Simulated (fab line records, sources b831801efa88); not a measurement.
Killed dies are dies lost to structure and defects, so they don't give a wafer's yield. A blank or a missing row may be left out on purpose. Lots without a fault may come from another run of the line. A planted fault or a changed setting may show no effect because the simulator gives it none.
fab line records | flow sfq_line
record lots=5 wafers=14 last_day=83
route steps=325 shown L0@4 L0V@16 M0@28
lots that met no fault: from a run of the same line without faults
start_h: hours from the record's first day to the start of the lot's first wafer shown | wait_h: hours since the lot's step before | " the same as in the row above | L1.1+2: a row that stands for several wafers | - no value, or no start given | * or withheld: withheld | < > ~ a bound
route shown NAME@n: a module of which the file shows steps, and the number in the route of the first | usual: mean/standard deviation of fault-free wafers | same: alike in all rows | chamber/n: place in a boat | sites: the reading at each site | _std_site: their standard deviation | _edge_site: outer sites' mean less inner sites' | radius_mm: how far each site lies from the wafer's centre | mask NAME#n: copy n | behind: the tool/chamber that last shaped the wafer | hold: why the lot was held/for how many hours/how that ended | device: the transistor (n, p or np) that didn't switch | end of line: the same wafers' tests at the end of the route | a step without rows: its recipe alone | killed: dies lost to structure and defects at the first sort, not the wafer's yield | map: a wafer's dies, x killed, . not, _ none there
set.NAME: the setting as run; set.NAME@STEP: as run at that earlier step | model.NAME: the simulator's own value behind a step, which no gauge read
lots at some steps of the route; a table a step, a row a wafer
services: from which hour (start_h, from the record's first day; less than 0 if before it) a tool's chamber was out of use, for how many hours, and why
## steps
# step SFQ_L0_RS_MEAS_901
# recipe thk_meas_gauge=four-point-probe reads=MoNx_KI_of_TRILAYER_L0_DEP_SPUTTER_003
# usual L0_MONX_KI_RS=43.5/0.6
# columns lot.wafer tool chamber start_h wait_h L0_MONX_KI_RS[ohm/sq]
L131.1 film_metro-02 - 27.56 0.0 43.4
L131.2 " - " " 44.1
L131.4 " - " " 43.8
L134.2 film_metro-04 - 42.58 0.1 42.9
L134.3 " - " " 42.9
L134.4 " - " " 42.3
L135.2 film_metro-02 - 47.58 0.1 43.1
L135.3 " - " " 43.3
L135.6 " - " " 43.4
L144.3 film_metro-02 - 92.60 0.1 43.0
L144.4 " - " " 43.9
L151.2 film_metro-04 - 127.59 0.1 43.4
L151.4 " - " " 44.5
L151.6 " - " " 42.7
# step SFQ_L0_THK_MEAS_902
# recipe thk_meas_gauge=xrf reads=MoNx_KI_of_TRILAYER_L0_DEP_SPUTTER_003
# usual L0_MONX_KI_THK=39.7/0.56
# columns lot.wafer tool chamber start_h wait_h L0_MONX_KI_THK[nm]
L131.1 film_metro-02 - 27.68 0.1 39.8
L131.2 " - " " 39.5
L131.4 " - " " 39.6
L134.2 film_metro-04 - 42.69 0.1 40.4
L134.3 " - " " 40.2
L134.4 " - " " 40.9
L135.2 film_metro-02 - 47.69 0.1 40.8
L135.3 " - " " 40.0
L135.6 " - " " 40.0
L144.3 film_metro-02 - 92.70 0.1 40.3
L144.4 " - " " 39.5
L151.2 film_metro-04 - 127.70 0.1 39.5
L151.4 " - " " 38.4
L151.6 " - " " 40.2
# step SFQ_TRILAYER_L0_LITHO_COAT_010
# recipe resist=BARC spin_rpm=3000 resist_thk_nm=62
# step SFQ_TRILAYER_L0_LITHO_COAT_005
# recipe resist=KrF spin_rpm=3000 resist_thk_nm=600
# step SFQ_TRILAYER_L0_LITHO_SOFTBAKE_009
# recipe temp_c=withheld time_s=withheld resist=KrF
# step SFQ_TRILAYER_L0_LITHO_EXPOSE_006
# recipe mask_id=L0 na=0.6 source_shape=conventional sigma_outer=0.65 target_cd_nm=2000 dose_mj=14.4
# step SFQ_TRILAYER_L0_LITHO_PEB_008
# recipe peb_temp_c=115 peb_time_s=60 resist=KrF
# step SFQ_TRILAYER_L0_LITHO_DEVELOP_007
# recipe time_s=60 resist=KrF
# step SFQ_TRILAYER_L0_BARC_OPEN_METAL_ETCH_010
# recipe mask_material=PR chemistry=O2 target_depth_nm=125 target=BARC icp_w=600 bias_w=80 pressure_mtorr=10 time_s=41.7
# usual drypump_motor_current_A=5.43/0.29 oes_product_au=0.685/0.0046
# columns lot.wafer tool chamber start_h wait_h drypump_motor_current_A oes_product_au rf_hours_counter_h
L131.1 rie_metal-04 1 95.83 0.1 5.21 0.691 203
L131.2 " 0 " " 5.51 0.685 186
L131.4 " 1 " " 5.19 0.687 -
L134.2 rie_metal-03 0 109.03 0.1 5.02 0.685 170
L134.3 " 1 " " 5.68 0.681 -
L134.4 " 0 " " 5.01 0.686 -
L135.2 rie_metal-03 1 115.03 0.1 5.68 0.680 165
L135.3 " 0 " " 5.02 0.682 -
L135.6 " 0 " " 5.01 0.691 -
L144.3 rie_metal-03 0 172.65 0.1 5.00 0.679 -
L144.4 " 1 " " 5.68 0.676 -
L151.2 rie_metal-03 1 226.55 0.1 5.66 0.684 -
L151.4 " 1 " " 5.67 0.683 -
L151.6 " 1 " " 5.66 0.686 -
# step SFQ_TRILAYER_L0_ETCH_METAL_ETCH_008
# recipe target=MoNx_KI stop_on=SiO2 mask_material=PR chemistry=SF6/O2 target_depth_nm=50 icp_w=600 bias_w=80 pressure_mtorr=10 time_s=25
# step SFQ_TRILAYER_L0_STRIP_STRIP_009
# recipe gas=O2 power_w=200 platen_temp_c=40 overash_fraction=0.65 chemistry=O2 pressure_mtorr=50
# usual drypump_motor_current_A=5.43/0.29 oes_product_au=1.006/0.013
# columns lot.wafer tool chamber start_h wait_h drypump_motor_current_A oes_product_au rf_hours_counter_h
L131.1 rie_metal-04 1 95.93 0.0 5.17 1.016 203
L131.2 " 0 " " 5.50 1.010 186
L131.4 " 1 " " 5.17 1.011 -
L134.2 rie_metal-03 0 109.13 0.0 5.02 1.015 170
L134.3 " 1 " " 5.68 1.003 -
L134.4 " 0 " " 5.01 1.019 -
L135.2 rie_metal-03 1 115.13 0.0 5.67 0.992 165
L135.3 " 0 " " 5.01 1.015 -
L135.6 " 0 " " 5.02 1.025 -
L144.3 rie_metal-03 0 172.93 0.2 5.02 1.022 -
L144.4 " 1 " " 5.66 0.979 -
L151.2 rie_metal-03 1 226.94 0.3 5.67 1.013 -
L151.4 " 1 " " 5.67 1.005 -
L151.6 " 1 " " 5.67 1.008 -
# step SFQ_TRILAYER_L0_STRIP_SOLV_CLEAN_010
# recipe chemistry=NMP temp_c=70 time_s=600
# step SFQ_TRILAYER_L0_CAP_PECVD_011
# recipe material=SiO2 temp_c=150 time_s=13.333 pressure_torr=2.4 rf_w=183.3 precursor=SiH4/N2O target_thk_nm=60
# usual heater_power_w=93/16 throttle_valve_pct=24.1/1.2
# columns lot.wafer tool chamber start_h wait_h heater_power_w throttle_valve_pct model.SiO2_of_TRILAYER_L0_CAP_PECVD_011.thk_nm
L131.1 pecvd-04 0 96.71 0.0 92 22.7 58.66
L131.2 " 2 " " 105 23.7 59.29
L131.4 " 1 " " 114 23.1 60.93
L134.2 pecvd-02 0 109.91 0.0 81 24.4 58.75
L134.3 " 2 " " 79 24.7 60.21
L134.4 " 1 " " 80 21.9 60.08
L135.2 pecvd-04 0 115.91 0.0 103 22.9 58.3
L135.3 " 2 " " 105 23.8 58.56
L135.6 " 0 " " 105 23.1 59.17
L144.3 pecvd-02 1 173.51 0.0 79 22.0 63.55
L144.4 " 0 " " 83 24.7 59.24
L151.2 pecvd-04 1 228.11 0.0 113 23.5 60.74
L151.4 " 1 " " 111 23.3 61.99
L151.6 " 2 " " 106 23.7 60.87
# step SFQ_TRILAYER_L0_VIA_LITHO_COAT_018
# recipe resist=BARC spin_rpm=3000 resist_thk_nm=62
# step SFQ_TRILAYER_L0_VIA_LITHO_COAT_013
# recipe resist=KrF spin_rpm=3000 resist_thk_nm=650
# step SFQ_TRILAYER_L0_VIA_LITHO_SOFTBAKE_017
# recipe temp_c=withheld time_s=withheld resist=KrF
# step SFQ_TRILAYER_L0_VIA_LITHO_EXPOSE_014
# recipe mask_id=L0V na=0.6 source_shape=conventional sigma_outer=0.65 target_cd_nm=700 dose_mj=21.3
# step SFQ_TRILAYER_L0_VIA_LITHO_PEB_016
# recipe peb_temp_c=115 peb_time_s=60 resist=KrF
# step SFQ_TRILAYER_L0_VIA_LITHO_DEVELOP_015
# recipe time_s=60 resist=KrF
# step SFQ_L0V_OVL_MEAS_903
# usual L0V_OVL=1/6.3
# columns lot.wafer tool chamber start_h wait_h L0V_OVL[nm]
L131.1 overlay-02 - 177.43 0.1 -7
L131.2 " - " " -7
L131.4 " - " " -13
L134.2 overlay-01 - 204.93 0.1 6
L134.3 " - " " -4
L134.4 " - " " 6
L135.2 overlay-02 - 213.33 0.1 3
L135.3 " - " " 3
L135.6 " - " " 5
L144.3 overlay-02 - 273.55 0.1 5
L144.4 " - " " 5
L151.2 overlay-02 - 327.00 0.1 2
L151.4 " - " " 2
L151.6 " - " " -5
# step SFQ_TRILAYER_L0_VIA_BARC_OPEN_VIA_ETCH_021
# recipe mask_material=PR chemistry=O2 target_depth_nm=125 target=BARC source_w=500 bias_w=80 pressure_mtorr=30 time_s=41.7
# usual drypump_motor_current_A=5.8/0.35 oes_product_au=0.685/0.0047
# columns lot.wafer tool chamber start_h wait_h drypump_motor_current_A oes_product_au rf_hours_counter_h
L131.1 rie_diel-03 0 177.46 0.0 5.3 0.685 132
L131.2 " 1 " " 6.8 0.683 98
L131.4 " 3 " " 5.2 0.690 85
L134.2 rie_diel-01 2 204.96 0.0 6.1 0.684 127
L134.3 " 1 " " 5.4 0.694 54
L134.4 " 3 " " 5.9 0.685 -
L135.2 rie_diel-01 1 213.36 0.0 5.4 0.692 54
L135.3 " 0 " " 6.0 0.692 132
L135.6 " 0 " " 6.0 0.683 -
L144.3 rie_diel-01 2 273.58 0.0 6.0 0.686 128
L144.4 " 0 " " 6.0 0.677 133
L151.2 rie_diel-01 1 327.03 0.0 5.4 0.684 55
L151.4 " 2 " " 6.0 0.679 129
L151.6 " 1 " " 5.4 0.690 -
# step SFQ_TRILAYER_L0_VIA_ETCH_VIA_ETCH_016
# recipe target=SiO2 stop_on=MoNx_KI mask_material=PR chemistry=CHF3 target_depth_nm=80 source_w=500 bias_w=80 pressure_mtorr=30 time_s=withheld
# usual drypump_motor_current_A=5.8/0.35 oes_product_au=0.841/0.0078
# columns lot.wafer tool chamber start_h wait_h drypump_motor_current_A oes_product_au model.L0V.feature_depth_nm model.etch.depth_nm
L131.1 rie_diel-03 0 177.50 0.0 5.3 0.837 58.66 58.66
L131.2 " 1 " " 6.7 0.839 59.29 59.29
L131.4 " 3 " " 5.3 0.852 60.93 60.93
L134.2 rie_diel-01 2 205.00 0.0 6.0 0.842 58.75 58.75
L134.3 " 1 " " 5.4 0.842 60.21 60.21
L134.4 " 3 " " 5.9 0.843 60.08 60.08
L135.2 rie_diel-01 1 213.40 0.0 5.4 0.826 58.3 58.3
L135.3 " 0 " " 6.0 0.829 58.56 58.56
L135.6 " 0 " " 6.0 0.839 59.17 59.17
L144.3 rie_diel-01 2 273.62 0.0 6.0 0.876 63.55 63.55
L144.4 " 0 " " 6.0 0.839 59.24 59.24
L151.2 rie_diel-01 1 327.07 0.0 5.4 0.846 60.74 60.74
L151.4 " 2 " " 6.1 0.859 61.99 61.99
L151.6 " 1 " " 5.4 0.843 60.87 60.87
# step SFQ_TRILAYER_L0_VIA_STRIP_STRIP_017
# recipe gas=O2 power_w=200 platen_temp_c=40 overash_fraction=0.65 chemistry=O2 pressure_mtorr=50
# usual drypump_motor_current_A=5.6/0.37 oes_product_au=0.993/0.015
# columns lot.wafer tool chamber start_h wait_h drypump_motor_current_A oes_product_au rf_hours_counter_h
L131.1 rie_metal-01 1 177.55 - 6.1 0.978 155
L131.2 " 0 " " 5.3 0.969 83
L131.4 " 0 " " 5.3 0.962 -
L134.2 rie_metal-03 0 205.05 - 5.0 1.004 186
L134.3 " 0 " " 5.0 1.017 -
L134.4 " 1 " " 5.7 0.999 -
L135.2 rie_metal-03 1 213.45 - 5.7 1.005 181
L135.3 " 1 " " 5.7 0.993 -
L135.6 " 0 " " 5.0 1.015 -
L144.3 rie_metal-03 0 274.06 - 5.0 1.018 -
L144.4 " 0 " " 5.0 1.015 -
L151.2 rie_metal-02 0 327.12 - 5.6 0.986 25
L151.4 " 0 " " 5.6 0.989 -
L151.6 " 1 " " 5.9 1.000 -
# step SFQ_TRILAYER_L0_VIA_STRIP_SOLV_CLEAN_018
# recipe chemistry=NMP temp_c=70 time_s=600
# step SFQ_TRILAYER_M0_DEP_PRE_CLEAN_020
# recipe gas=Ar time_s=15 bias_v=250
# columns lot.wafer tool chamber start_h wait_h model.SiO2_of_TRILAYER_L0_CAP_PECVD_011.thk_nm
L131.1 pvd_sputter-05 - 178.32 0.0 53.66
L131.2 " - " " 54.29
L131.4 " - " " 55.93
L134.2 pvd_sputter-05 - 205.82 0.0 53.75
L134.3 " - " " 55.21
L134.4 " - " " 55.08
L135.2 pvd_sputter-05 - 214.22 0.0 53.3
L135.3 " - " " 53.56
L135.6 " - " " 54.17
L144.3 pvd_sputter-06 - 275.04 0.0 58.55
L144.4 " - " " 54.24
L151.2 pvd_sputter-05 - 327.89 0.0 55.74
L151.4 " - " " 56.99
L151.6 " - " " 55.87
# step SFQ_TRILAYER_M0_DEP_SPUTTER_019
# recipe material=Nb base_pressure_pa=1.33e-06 chamber_pressure_pa=0.1333 substrate_temp_c=20 resputter_cathode_voltage_v=400 target_thk_nm=200 power_w=2000 time_s=133.3
# usual resputter_cathode_voltage_v=400/4.3 throttle_valve_pct=30.0/1.3
# columns lot.wafer tool chamber start_h wait_h resputter_cathode_voltage_v throttle_valve_pct
L131.1 pvd_sputter-05 - 178.35 0.0 405 30.9
L131.2 " - " " 398 30.5
L131.4 " - " " 394 32.1
L134.2 pvd_sputter-05 - 205.85 0.0 407 30.9
L134.3 " - " " 397 30.3
L134.4 " - " " 402 32.0
L135.2 pvd_sputter-05 - 214.25 0.0 400 30.5
L135.3 " - " " 390 28.1
L135.6 " - " " 395 32.1
L144.3 pvd_sputter-06 - 275.06 0.0 404 29.7
L144.4 " - " " 401 30.8
L151.2 pvd_sputter-05 - 327.92 0.0 393 28.4
L151.4 " - " " 393 31.9
L151.6 " - " " 400 31.8
## services
# columns tool chamber start_h hours kind
rie_diel-03 1 78.65 8.7 repair
rie_diel-01 1 83.97 10.3 repair
pvd_sputter-06 - 84.89 2.4 repair
rie_metal-02 - 94.58 10.0 pm
pecvd-02 - 114.70 3.0 repair
rie_metal-04 1 115.64 6.3 repair
pecvd-04 0 124.30 5.2 repair
pecvd-04 - 128.36 9.3 repair
rie_metal-03 - 151.01 0.2 repair
pvd_sputter-06 - 154.92 2.6 repair
pvd_sputter-05 - 171.34 1.0 repair
rie_diel-01 0 203.65 8.6 repair
rie_diel-01 2 206.35 21.2 repair
pvd_sputter-06 - 207.03 3.2 repair
rie_metal-02 1 214.58 39.9 repair
pecvd-02 - 225.86 2.8 pm
pecvd-02 - 236.41 28.1 pm
rie_metal-03 1 242.45 19.5 repair
rie_diel-03 0 246.31 6.7 repair
rie_metal-03 - 284.16 3.1 repair
rie_diel-01 - 292.60 0.1 repair
rie_metal-04 0 296.73 3.4 repair
rie_diel-03 2 307.62 3.7 repair
pvd_sputter-06 - 316.14 2.9 repair
## key
first_sign step=SFQ_TRILAYER_L0_VIA_ETCH_VIA_ETCH_016 reading=oes_product_au direction=up sigmas=4.5 usual=0.841 struck=0.876
effect none on later readings
model_effect step=SFQ_TRILAYER_L0_CAP_PECVD_011 value=SiO2_of_TRILAYER_L0_CAP_PECVD_011.thk_nm without=60.39 struck=63.55
model_effect step=SFQ_TRILAYER_L0_VIA_ETCH_VIA_ETCH_016 value=L0V.feature_depth_nm without=60.39 struck=63.55
model_effect step=SFQ_TRILAYER_M0_DEP_PRE_CLEAN_020 value=SiO2_of_TRILAYER_L0_CAP_PECVD_011.thk_nm without=55.39 struck=58.55
met_at SFQ_TRILAYER_L0_CAP_PECVD_011
struck_wafers L144.3
onset_between 109.91 173.51
fault kind=process_parameter_drift tool=pecvd-02 chamber=- onset_h=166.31 steps=SFQ_TRILAYER_L0_CAP_PECVD_011 channel=time_s offset=* shape=step end_h=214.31 scope=struck_wafers_only acts_in=* stated=*
